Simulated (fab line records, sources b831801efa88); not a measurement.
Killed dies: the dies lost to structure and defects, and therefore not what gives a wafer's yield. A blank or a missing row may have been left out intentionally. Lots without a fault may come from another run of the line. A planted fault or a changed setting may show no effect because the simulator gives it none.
fab line records	flow sky130
record lots=6	wafers=18	last_day=50
route steps=708 shown SD_N@350 SD_P@359 RES_XHIGH@360 SALICIDE@361 LI_CONTACT@362 PAD_OPEN@708
lots with no fault: from the same line, run without faults
start_h: hours from the record's first day to the start of the lot's first wafer shown	wait_h: hours from the lot's prior step to this one	" same as the row above	L1.1+2: one row covering several wafers at once	- no value, or no start given	* or withheld: withheld	< > ~ a bound
route shown NAME@n: names a module that has steps shown in the file, with the first one's number in the route	usual: mean and standard deviation over wafers with no fault	same: alike in all rows	chamber/n: place in a boat	sites: per-site readings	_std_site: the values' standard deviation	_edge_site: the outer-site mean with the inner-site mean subtracted	radius_mm: how far each site lies from the wafer's centre	mask NAME#n: copy n	behind: the last tool/chamber to shape the wafer	hold: why the lot went on hold/how many hours it stayed there/how the hold came to an end	device: whichever transistor did not switch (one of n, p or np)	end of line: the tests these same wafers got at the end of their route	where a step has no rows: the recipe by itself	killed: the dies lost at the first sort to structure and to defects; this is not the yield of the wafer	map: the dies of a wafer, with x for killed, . for not killed, _ for no die there
set.NAME: the setting that was run; set.NAME@STEP: the one run at that earlier step	model.NAME: the simulator's own value behind a step, which no gauge read
lots seen at some steps along the route; tables by step, rows by wafer
services: from which hour (start_h, from the record's first day; less than 0 if before it) a tool's chamber was out of use, for how many hours, and why
## steps
# step SKY_SD_N_OVL_MEAS_08
# usual SD_N_OVL=0.6/1.5
lot.wafer	tool	chamber	start_h	wait_h	SD_N_OVL[nm]
L645.3	overlay-02	-	638.78	0.1	-2.5
L645.4	"	-	"	"	-1.9
L645.6	"	-	"	"	-1.0
L647.2	overlay-02	-	662.80	0.1	2.2
L647.5	"	-	"	"	1.9
L647.6	"	-	"	"	1.8
L650.3	overlay-01	-	688.74	0.1	0.2
L650.5	"	-	"	"	-0.4
L650.6	"	-	"	"	-1.1
L656.2	overlay-02	-	743.78	0.1	-0.3
L656.4	"	-	"	"	-0.5
L656.5	"	-	"	"	-0.8
L667.3	overlay-02	-	841.49	0.1	1.6
L667.4	"	-	"	"	2.4
L667.5	"	-	"	"	2.8
L666.1	overlay-02	-	842.54	0.1	2.3
L666.3	"	-	"	"	3.6
L666.5	"	-	"	"	2.6
# step SKY_SD_N_IMPLANT_09
# recipe species=As	energy_kev=50	dose_cm2=4e+15	tilt_deg=0
# step SKY_SD_N_IMPLANT_10
# recipe species=P	energy_kev=20	dose_cm2=1e+14	tilt_deg=0
# step SKY_SD_N_STRIP_11
# recipe chemistry=O2/N2	power_w=1400	pressure_mtorr=1500	platen_temp_c=withheld	o2_flow_sccm=3000	n2_flow_sccm=300	overash_fraction=0.5
# usual drypump_motor_current_A=5.75/0.26	oes_product_au=0.528/0.0046	strip_time_to_endpoint_s=22.54/0.041
lot.wafer	tool	chamber	start_h	wait_h	drypump_motor_current_A	oes_product_au	rf_hours_counter_h	strip_time_to_endpoint_s
L645.3	plasma_asher-01	0	639.14	0.1	5.80	0.527	-	22.55
L645.4	"	1	"	"	5.29	0.526	-	22.55
L645.6	"	1	"	"	5.31	0.534	-	22.59
L647.2	plasma_asher-03	1	663.13	0.1	5.72	0.528	24	22.51
L647.5	"	1	"	"	5.69	0.529	-	22.49
L647.6	"	0	"	"	6.06	0.520	-	22.53
L650.3	plasma_asher-01	0	689.09	0.1	5.77	0.524	-	22.52
L650.5	"	0	"	"	5.77	0.533	-	22.54
L650.6	"	1	"	"	5.31	0.527	-	22.62
L656.2	plasma_asher-03	1	744.11	0.1	5.71	0.524	33	22.46
L656.4	"	1	"	"	5.71	0.537	-	22.49
L656.5	"	0	"	"	6.08	0.532	-	22.51
L667.3	plasma_asher-04	0	841.85	0.1	5.52	0.529	-	22.58
L667.4	"	1	"	"	5.95	0.527	-	22.54
L667.5	"	0	"	"	5.52	0.521	-	22.55
L666.1	plasma_asher-04	1	842.88	0.1	5.95	0.532	10	22.59
L666.3	"	1	"	"	5.93	0.522	-	22.55
L666.5	"	1	"	"	5.95	0.527	-	22.56
# step SKY_SD_N_TW_MEAS_12
# usual SD_N_TW=4008/35
lot.wafer	tool	chamber	start_h	wait_h	SD_N_TW
L645.3	film_metro-02	-	639.23	0.1	3994
L645.4	"	-	"	"	4019
L645.6	"	-	"	"	4037
L647.2	film_metro-02	-	663.24	0.1	4017
L647.5	"	-	"	"	4031
L647.6	"	-	"	"	4016
L650.3	film_metro-04	-	689.18	0.1	3994
L650.5	"	-	"	"	3960
L650.6	"	-	"	"	3975
L656.2	film_metro-04	-	744.22	0.1	3986
L656.4	"	-	"	"	3978
L656.5	"	-	"	"	3967
L667.3	film_metro-02	-	841.93	0.1	3969
L667.4	"	-	"	"	4005
L667.5	"	-	"	"	3974
L666.1	film_metro-02	-	842.98	0.1	3996
L666.3	"	-	"	"	4007
L666.5	"	-	"	"	3999
# step SKY_SD_N_CLEAN_13
# recipe chemistry=SC1/SC2	mix=1:4:20	temp_c=70	time_s=150	dry=n2_spin
# step SKY_SD_N_RTA_14
# recipe temp_c=1075	time_s=2	idle_temp_c=650	ramp_up_c_per_s=150	ramp_down_c_per_s=90	ambient=N2
# usual lamp_power_pct=15.74/0.051	wafer_temp_C_max=1078.0/1.2
lot.wafer	tool	chamber	start_h	wait_h	lamp_power_pct	wafer_temp_C_max
L645.3	rtp_anneal-01	0	639.34	0.0	15.84	1078.6
L645.4	"	0	"	"	15.69	1077.3
L645.6	"	0	"	"	15.67	1080.0
L647.2	rtp_anneal-01	0	663.35	0.0	15.81	1076.2
L647.5	"	0	"	"	15.74	1078.2
L647.6	"	0	"	"	15.72	1081.5
L650.3	rtp_anneal-02	0	689.29	0.0	15.79	1079.3
L650.5	"	0	"	"	15.75	1078.0
L650.6	"	0	"	"	15.78	1078.2
L656.2	rtp_anneal-01	0	744.33	0.0	15.75	1077.4
L656.4	"	0	"	"	15.73	1077.3
L656.5	"	0	"	"	15.80	1076.5
L667.3	rtp_anneal-01	0	842.04	0.0	15.70	1077.5
L667.4	"	0	"	"	15.72	1078.1
L667.5	"	0	"	"	15.74	1076.7
L666.1	rtp_anneal-01	0	843.09	0.0	15.70	1077.8
L666.3	"	0	"	"	15.82	1078.7
L666.5	"	0	"	"	15.76	1078.7
# step SKY_SD_N_RS_MEAS_16
# recipe thk_meas_gauge=four-point-probe
# usual SD_N_RS=68.61/0.12
lot.wafer	tool	chamber	start_h	wait_h	SD_N_RS[ohm/sq]
L645.3	film_metro-01	-	639.54	0.1	68.64
L645.4	"	-	"	"	68.53
L645.6	"	-	"	"	68.58
L647.2	film_metro-01	-	663.54	0.1	68.78
L647.5	"	-	"	"	68.67
L647.6	"	-	"	"	68.59
L650.3	film_metro-02	-	689.48	0.1	68.51
L650.5	"	-	"	"	68.62
L650.6	"	-	"	"	68.64
L656.2	film_metro-01	-	744.51	0.1	68.64
L656.4	"	-	"	"	68.57
L656.5	"	-	"	"	68.55
L667.3	film_metro-02	-	842.24	0.1	68.51
L667.4	"	-	"	"	68.72
L667.5	"	-	"	"	68.66
L666.1	film_metro-01	-	843.27	0.1	68.49
L666.3	"	-	"	"	68.64
L666.5	"	-	"	"	68.73
# step SKY_SD_N_RS_MEAS_17
# recipe thk_meas_gauge=four-point-probe
# usual SD_P_RS=147.2/0.33
lot.wafer	tool	chamber	start_h	wait_h	SD_P_RS[ohm/sq]
L645.3	film_metro-01	-	639.66	0.1	147.2
L645.4	"	-	"	"	147.8
L645.6	"	-	"	"	147.6
L647.2	film_metro-01	-	663.66	0.1	147.6
L647.5	"	-	"	"	147.9
L647.6	"	-	"	"	147.4
L650.3	film_metro-02	-	689.60	0.1	147.6
L650.5	"	-	"	"	147.0
L650.6	"	-	"	"	147.5
L656.2	film_metro-01	-	744.63	0.1	147.3
L656.4	"	-	"	"	147.3
L656.5	"	-	"	"	147.4
L667.3	film_metro-02	-	842.36	0.1	147.0
L667.4	"	-	"	"	147.4
L667.5	"	-	"	"	147.6
L666.1	film_metro-01	-	843.39	0.1	147.3
L666.3	"	-	"	"	147.4
L666.5	"	-	"	"	146.8
# step SKY_SD_N_RS_MEAS_18
# recipe thk_meas_gauge=four-point-probe
# usual RES_XHIGH_RS=333.2/1.3
lot.wafer	tool	chamber	start_h	wait_h	RES_XHIGH_RS[ohm/sq]
L645.3	film_metro-01	-	639.78	0.1	333.0
L645.4	"	-	"	"	333.2
L645.6	"	-	"	"	333.0
L647.2	film_metro-01	-	663.78	0.1	332.9
L647.5	"	-	"	"	332.1
L647.6	"	-	"	"	331.8
L650.3	film_metro-02	-	689.72	0.1	333.2
L650.5	"	-	"	"	332.6
L650.6	"	-	"	"	331.4
L656.2	film_metro-01	-	744.75	0.1	332.5
L656.4	"	-	"	"	333.0
L656.5	"	-	"	"	333.0
L667.3	film_metro-02	-	842.48	0.1	331.1
L667.4	"	-	"	"	331.8
L667.5	"	-	"	"	331.5
L666.1	film_metro-01	-	843.51	0.1	333.4
L666.3	"	-	"	"	334.1
L666.5	"	-	"	"	335.5
# step SKY_SALICIDE_CLEAN_00
# recipe chemistry=HF-last	time_s=30	dilution=100:1	dry=ipa_marangoni
# step SKY_LI_CONTACT_HDPCVD_00
# recipe material=PSG	target_thk_nm=930	sigma_open_frac=0.3	time_s=155	temp_c=600	sih4_flow_sccm=60	pressure_mtorr=6
# usual sih4_flow_sccm=60.04/0.17
lot.wafer	tool	chamber	start_h	wait_h	sih4_flow_sccm	model.PSG_of_LI_CONTACT_HDPCVD_00.thk_nm
L645.3	hdpcvd-02	2	639.87	0.0	60.08	927.3
L645.4	"	1	"	"	60.03	922.3
L645.6	"	2	"	"	60.11	929.1
L647.2	hdpcvd-01	0	663.89	0.0	60.27	924.5
L647.5	"	0	"	"	60.46	920.8
L647.6	"	2	"	"	60.08	918.4
L650.3	hdpcvd-01	0	689.82	0.0	60.11	914.6
L650.5	"	2	"	"	59.84	937.9
L650.6	"	1	"	"	59.97	943.9
L656.2	hdpcvd-02	1	744.87	0.0	59.87	919.5
L656.4	"	1	"	"	60.24	929.9
L656.5	"	2	"	"	60.09	925.1
L667.3	hdpcvd-01	1	842.58	0.0	60.29	936.5
L667.4	"	0	"	"	59.87	904.9
L667.5	"	2	"	"	71.96	1117
L666.1	hdpcvd-01	0	843.64	0.0	59.97	897.5
L666.3	"	2	"	"	71.96	1123
L666.5	"	1	"	"	60.08	933.4
# step SKY_LI_CONTACT_THK_MEAS_01
# recipe reads=PSG_of_LI_CONTACT_HDPCVD_00
# usual LI_CONTACT_HDPCVD_THK=927/12
lot.wafer	tool	chamber	start_h	wait_h	hold	LI_CONTACT_HDPCVD_THK[nm]
L645.3	film_metro-02	-	640.00	0.1	-	928
L645.4	"	-	"	"	-	922
L645.6	"	-	"	"	-	930
L647.2	film_metro-02	-	664.01	0.1	-	925
L647.5	"	-	"	"	-	921
L647.6	"	-	"	"	-	918
L650.3	film_metro-01	-	689.94	0.1	-	915
L650.5	"	-	"	"	-	938
L650.6	"	-	"	"	-	944
L656.2	film_metro-02	-	744.98	0.1	-	920
L656.4	"	-	"	"	-	930
L656.5	"	-	"	"	-	925
L667.3	film_metro-01	-	842.70	0.1	await_dispo/0.2h/release	936
L667.4	"	-	"	"	await_dispo/0.2h/release	904
L667.5	"	-	"	"	await_dispo/0.2h/release	1118
L667.3	film_metro-01	-	842.93	0.2	-	936
L667.4	"	-	"	"	-	904
L667.5	"	-	"	"	-	1118
L666.1	film_metro-01	-	843.75	0.1	await_dispo/0.2h/release	897
L666.3	"	-	"	"	await_dispo/0.2h/release	1123
L666.5	"	-	"	"	await_dispo/0.2h/release	934
L666.1	film_metro-01	-	844.05	0.3	-	898
L666.3	"	-	"	"	-	1123
L666.5	"	-	"	"	-	934
# step SKY_LI_CONTACT_CMP_02
# recipe material=PSG	down_force_psi=4	platen_rpm=60	pad_velocity_m_s=0.94248
# usual edge_zone_pressure_frac=1.000/0.0047	motor_current_A=12.0/1.6	slurry_flow_ml_min=150.0/0.5	time_to_endpoint_s=32/3.6
lot.wafer	tool	chamber	start_h	wait_h	hold	edge_zone_pressure_frac	motor_current_A	slurry_flow_ml_min	time_to_endpoint_s
L645.4	cmp-02	2	640.14	0.1	-	0.994	12.8	149.9	31
L645.3	"	3	"	"	-	0.999	10.7	149.7	32
L645.6	"	0	"	"	-	1.000	12.1	150.1	39
L647.2	cmp-02	3	664.16	0.1	-	0.990	10.5	149.6	28
L647.6	"	1	"	"	-	1.001	10.8	149.3	32
L647.5	"	2	"	"	-	0.993	13.8	149.2	33
L650.3	cmp-01	1	690.08	0.1	-	1.003	13.3	150.1	24
L650.6	"	3	"	"	-	0.998	9.9	149.8	34
L650.5	"	0	"	"	-	0.993	14.8	150.0	31
L656.2	cmp-01	3	745.08	0.1	-	1.008	9.9	150.8	35
L656.4	"	1	"	"	-	1.004	13.4	149.6	29
L656.5	"	3	"	"	-	1.010	10.0	150.6	37
L667.4	cmp-01	2	844.44	1.5	await_dispo/1.3h/release	1.004	11.2	149.6	28
L667.3	"	3	"	"	await_dispo/1.3h/release	1.000	9.5	149.8	38
L667.5	"	3	"	"	await_dispo/1.3h/release	0.997	10.1	149.1	55
L666.1	cmp-01	3	849.73	5.7	await_dispo/2.1h/release	1.002	10.2	150.4	34
L666.3	"	0	"	"	await_dispo/2.1h/release	0.994	15.3	149.7	55
L666.5	"	0	"	"	await_dispo/2.1h/release	0.991	15.7	149.1	36
# step SKY_LI_CONTACT_BOW_MEAS_03
# recipe mode=bow
# usual LI_CONTACT_BOW=56/7.1
lot.wafer	tool	chamber	start_h	wait_h	LI_CONTACT_BOW[um]
L645.3	film_metro-02	-	640.38	0.1	55
L645.4	"	-	"	"	61
L645.6	"	-	"	"	59
L647.2	film_metro-01	-	664.38	0.2	54
L647.5	"	-	"	"	63
L647.6	"	-	"	"	57
L650.3	film_metro-01	-	690.32	0.2	52
L650.5	"	-	"	"	58
L650.6	"	-	"	"	56
L656.2	film_metro-02	-	745.35	0.2	52
L656.4	"	-	"	"	63
L656.5	"	-	"	"	58
L667.3	film_metro-04	-	844.78	0.2	53
L667.4	"	-	"	"	49
L667.5	"	-	"	"	62
L666.1	film_metro-01	-	850.06	0.3	49
L666.3	"	-	"	"	69
L666.5	"	-	"	"	51
# step SKY_PAD_OPEN_PROBE_99
# usual killed_at_M0_to_M3=42/6.6	killed_at_M4_up=3.1/1.9	killed_at_contacts=24/5.6	killed_at_front_end=15/4.8	killed_at_other=0.3/0.48	killed_dies=84/10	killed_on_rim=16/3.9	killed_open=47/6.8	killed_short=37/6.8
# same gross_dies=492	killed_at_back_side=0
lot.wafer	tool	chamber	start_h	wait_h	killed_at_M0_to_M3	killed_at_M4_up	killed_at_contacts	killed_at_front_end	killed_at_other	killed_dies	killed_on_rim	killed_open	killed_short
L645.3	prober-01	-	1071.97	0.2	41	0	19	18	0	78	15	45	33
L645.4	prober-01	-	1072.02	0.2	38	5	23	17	1	84	15	43	41
L645.6	prober-01	-	1072.12	0.2	36	5	25	18	0	84	13	44	40
L647.2	prober-01	-	1088.77	0.1	44	6	26	21	0	97	15	46	51
L647.5	prober-01	-	1088.92	0.2	42	2	30	25	0	99	19	53	46
L647.6	prober-01	-	1088.97	0.2	50	7	16	22	2	97	21	46	51
L650.3	prober-02	-	1106.73	0.2	35	0	25	20	0	80	15	41	39
L650.5	prober-02	-	1106.83	0.2	37	2	29	20	1	89	17	53	36
L650.6	prober-02	-	1106.88	0.2	37	1	26	11	0	75	15	44	31
L656.2	prober-01	-	1145.53	0.1	42	3	30	23	0	98	17	50	48
L656.4	prober-01	-	1145.63	0.2	28	6	23	12	0	69	13	43	26
L656.5	prober-01	-	1145.68	0.2	43	1	23	17	0	84	16	48	36
L667.3	prober-01	-	1205.20	0.2	42	1	23	12	0	78	14	47	31
L667.4	prober-01	-	1205.25	0.2	39	2	27	16	1	85	13	47	38
L667.5	prober-01	-	1205.30	0.2	41	6	23	17	0	87	17	51	36
L666.1	prober-01	-	1209.30	0.1	45	6	21	10	0	82	13	47	35
L666.3	prober-01	-	1209.40	0.2	41	2	24	17	0	84	15	45	39
L666.5	prober-01	-	1209.50	0.2	36	1	25	18	1	81	12	52	29
# killed by level:class
L645.3 VIA1:geometric_particle:open=12 CONTACT:geometric_particle:open=9 METAL2:geometric_particle:short=7 POLY_GATE:geometric_particle:open=6 FIELD_ISO:geometric_particle:open=5 CONTACT:geometric_particle:short=4 METAL1:geometric_particle:short=4 FIELD_ISO:geometric_particle:short=3
L645.4 CONTACT:geometric_particle:open=9 VIA1:geometric_particle:open=8 METAL2:geometric_particle:short=6 VIA2:geometric_particle:open=6 METAL1:geometric_particle:short=5 VIA2:geometric_particle:short=5 LOCAL_INTERCONNECT:geometric_particle:short=5 POLY_GATE:geometric_particle:short=4
L645.6 CONTACT:geometric_particle:open=10 VIA1:geometric_particle:open=10 LI_CONTACT:geometric_particle:open=8 POLY_GATE:geometric_particle:short=6 VIA3:geometric_particle:open=5 POLY_GATE:geometric_particle:open=4 METAL4:geometric_particle:short=4 METAL1:geometric_particle:short=4
L647.2 VIA3:geometric_particle:open=9 VIA1:geometric_particle:open=8 CONTACT:geometric_particle:short=7 POLY_GATE:geometric_particle:short=7 LOCAL_INTERCONNECT:geometric_particle:short=7 POLY_GATE:geometric_particle:open=6 CONTACT:geometric_particle:open=6 METAL1:geometric_particle:short=5
L647.5 VIA1:geometric_particle:open=11 CONTACT:geometric_particle:short=11 LI_CONTACT:geometric_particle:open=10 FIELD_ISO:geometric_particle:open=8 VIA2:geometric_particle:open=6 POLY_GATE:geometric_particle:short=5 METAL1:geometric_particle:short=5 POLY_GATE:geometric_particle:open=4
L647.6 VIA1:geometric_particle:open=14 VIA2:geometric_particle:short=7 METAL2:geometric_particle:short=6 FIELD_ISO:geometric_particle:short=5 LI_CONTACT:geometric_particle:open=5 VIA2:geometric_particle:open=5 FIELD_ISO:geometric_particle:open=4 POLY_GATE:geometric_particle:short=4
L650.3 VIA1:geometric_particle:open=12 LI_CONTACT:geometric_particle:open=9 POLY_GATE:geometric_particle:short=6 CONTACT:geometric_particle:open=6 CONTACT:geometric_particle:short=6 VIA1:geometric_particle:short=4 METAL2:geometric_particle:short=4 VIA2:geometric_particle:open=4
L650.5 CONTACT:geometric_particle:open=12 VIA1:geometric_particle:open=10 FIELD_ISO:geometric_particle:open=7 LI_CONTACT:geometric_particle:open=6 VIA3:geometric_particle:open=5 FIELD_ISO:geometric_particle:short=4 POLY_GATE:geometric_particle:open=4 POLY_GATE:geometric_particle:short=4
L650.6 VIA1:geometric_particle:open=12 CONTACT:geometric_particle:open=10 VIA3:geometric_particle:open=6 LI_CONTACT:geometric_particle:short=5 CONTACT:geometric_particle:short=5 FIELD_ISO:geometric_particle:open=4 VIA2:geometric_particle:open=4 VIA3:geometric_particle:short=4
L656.2 CONTACT:geometric_particle:open=10 VIA1:geometric_particle:open=8 METAL1:geometric_particle:short=6 LOCAL_INTERCONNECT:geometric_particle:short=6 CONTACT:geometric_particle:short=6 FIELD_ISO:geometric_particle:open=5 FIELD_ISO:geometric_particle:short=5 VIA2:geometric_particle:open=5
L656.4 VIA1:geometric_particle:open=11 CONTACT:geometric_particle:open=10 LI_CONTACT:geometric_particle:open=5 VIA3:geometric_particle:open=4 METAL4:geometric_particle:short=4 FIELD_ISO:geometric_particle:open=3 POLY_GATE:geometric_particle:short=3 LOCAL_INTERCONNECT:geometric_particle:short=3
L656.5 VIA3:geometric_particle:open=9 VIA1:geometric_particle:short=8 CONTACT:geometric_particle:open=7 FIELD_ISO:geometric_particle:open=5 CONTACT:geometric_particle:short=5 VIA1:geometric_particle:open=5 VIA2:geometric_particle:open=5 POLY_GATE:geometric_particle:open=4
L667.3 LI_CONTACT:geometric_particle:open=9 VIA3:geometric_particle:open=9 CONTACT:geometric_particle:open=8 VIA1:geometric_particle:open=8 VIA1:geometric_particle:short=6 VIA2:geometric_particle:open=5 POLY_GATE:geometric_particle:open=4 POLY_GATE:geometric_particle:short=3
L667.4 LI_CONTACT:geometric_particle:open=11 CONTACT:geometric_particle:open=9 VIA1:geometric_particle:open=7 VIA3:geometric_particle:open=6 VIA1:geometric_particle:short=5 VIA3:geometric_particle:short=5 LOCAL_INTERCONNECT:geometric_particle:short=4 POLY_GATE:geometric_particle:short=4
L667.5 VIA1:geometric_particle:open=11 CONTACT:geometric_particle:open=9 VIA3:geometric_particle:open=8 POLY_GATE:geometric_particle:open=5 CONTACT:geometric_particle:short=5 METAL4:geometric_particle:short=5 FIELD_ISO:geometric_particle:short=4 METAL2:geometric_particle:open=4
L666.1 VIA1:geometric_particle:open=9 LI_CONTACT:geometric_particle:open=8 METAL2:geometric_particle:short=8 CONTACT:geometric_particle:open=7 VIA3:geometric_particle:open=7 METAL1:geometric_particle:short=6 VIA2:geometric_particle:open=5 METAL4:geometric_particle:short=5
L666.3 CONTACT:geometric_particle:open=10 VIA1:geometric_particle:open=10 VIA2:geometric_particle:open=6 METAL1:geometric_particle:short=5 LI_CONTACT:geometric_particle:open=5 FIELD_ISO:geometric_particle:short=4 LOCAL_INTERCONNECT:geometric_particle:short=4 CONTACT:geometric_particle:short=4
L666.5 VIA1:geometric_particle:open=12 LI_CONTACT:geometric_particle:open=8 CONTACT:geometric_particle:open=8 POLY_GATE:geometric_particle:short=6 CONTACT:geometric_particle:short=6 VIA3:geometric_particle:open=6 FIELD_ISO:geometric_particle:open=5 METAL2:geometric_particle:short=5
## services
tool	chamber	start_h	hours	kind
hdpcvd-02	0	630.26	9.1	repair
hdpcvd-01	-	631.95	0.6	repair
plasma_asher-01	-	640.54	2.8	pm
hdpcvd-02	-	650.78	15.0	pm
hdpcvd-01	-	655.38	2.8	repair
hdpcvd-01	-	664.88	1.1	repair
cmp-02	-	665.39	1.9	repair
cmp-01	-	693.27	4.6	pm
cmp-01	-	700.73	1.1	repair
cmp-01	-	706.86	2.8	repair
plasma_asher-03	-	715.15	0.7	repair
cmp-01	-	723.65	0.5	repair
plasma_asher-04	-	733.75	9.0	pm
cmp-02	-	742.07	7.5	pm
plasma_asher-01	-	742.18	4.1	repair
cmp-01	-	743.11	0.4	repair
cmp-02	-	749.54	4.0	pm
cmp-01	-	751.21	1.0	repair
plasma_asher-04	-	760.96	0.4	repair
cmp-01	-	768.81	4.5	pm
cmp-01	-	792.47	1.1	repair
cmp-01	-	820.59	1.5	repair
cmp-01	-	834.00	0.6	repair
cmp-01	-	846.38	3.3	repair
## key
first_sign step=SKY_LI_CONTACT_HDPCVD_00	reading=sih4_flow_sccm	direction=up	sigmas=71	usual=60.04	struck=71.96
effect step=SKY_LI_CONTACT_THK_MEAS_01	reading=visit	direction=added
effect step=SKY_LI_CONTACT_THK_MEAS_01	reading=LI_CONTACT_HDPCVD_THK	direction=up	sigmas=16	usual=927	struck=1120
effect step=SKY_LI_CONTACT_CMP_02	reading=time_to_endpoint_s	direction=up	sigmas=6.6	usual=*	struck=*
model_effect step=SKY_LI_CONTACT_HDPCVD_00	value=PSG_of_LI_CONTACT_HDPCVD_00.thk_nm	without=934.3	struck=1120
met_at SKY_LI_CONTACT_HDPCVD_00
struck_wafers L666.3,L667.5
tester_left_out L666,L667
onset_between 689.82 842.58
fault kind=process_parameter_drift	tool=hdpcvd-01	chamber=2	onset_h=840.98	steps=SKY_LI_CONTACT_HDPCVD_00	channel=sih4_flow_sccm	offset=12	shape=step	end_h=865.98	acts_in=these_recipes_only	stated=60
# tester_left_out: of these lots the tester's yield and bins aren't shown, on N5 and GAA mostly nor the transistor test; their killed dies are dies lost to structure and defects alone, not to doping, threshold or leakage, so they don't give the yield
